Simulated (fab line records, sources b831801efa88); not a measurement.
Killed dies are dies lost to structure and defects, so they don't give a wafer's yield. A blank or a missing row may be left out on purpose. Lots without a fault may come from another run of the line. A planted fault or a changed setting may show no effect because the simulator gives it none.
Chamber matching | flow sfq_line | SFQ_TRILAYER_I3_CMP_CMP_082 on cmp-02: 4 sister chambers
The step polishes SiO2. 4 wafers are shown with their chamber, then 9 later ones without.

WAFERS WITH THEIR CHAMBER
wafer  | chamber | motor_current_A (A)
L790.6 | 3       | 11.3
L791.1 | 1       | 10.7
L791.4 | 2       | 11.5
L791.5 | 0       | 9.3

WAFERS WITHOUT THEIR CHAMBER
wafer  | motor_current_A (A)
L792.2 | 11.6
L792.3 | 10.6
L792.5 | 10.1
L793.2 | 11.2
L793.4 | 9.0
L793.6 | 11.0
L794.3 | 11.2
L794.1 | 10.9
L794.5 | 11.2

WHICH CHAMBER EACH WENT THROUGH
wafer  | from the rows above          | in truth
L792.2 | can't be placed: 2 or 3      | 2
L792.3 | 1                            | 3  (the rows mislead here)
L792.5 | can't be placed: 1 or 0      | 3
L793.2 | can't be placed: 3 or 2 or 1 | 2
L793.4 | 0                            | 0
L793.6 | can't be placed: 1 or 3 or 2 | 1
L794.3 | can't be placed: 3 or 2 or 1 | 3
L794.1 | can't be placed: 1 or 3 or 2 | 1
L794.5 | can't be placed: 3 or 2 or 1 | 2
Placed correctly: 1 of 9. Can't be placed from these rows: 7 (the true chamber is among the candidates in 6). Placed wrongly: 1.
How it was worked out, from the rows above alone: a wafer's distance from a chamber is the root of the sum, over the readings, of the square of ((its reading less the chamber's mean) divided by the reading's scatter). The wafer belongs to the nearest chamber; if the next one is less than 2 further off, it can't be placed. A chamber's mean is the mean of its shown wafers. The scatter: with one shown wafer a chamber, the root of the mean of the squares of how far each hidden wafer lies from its nearest shown one.
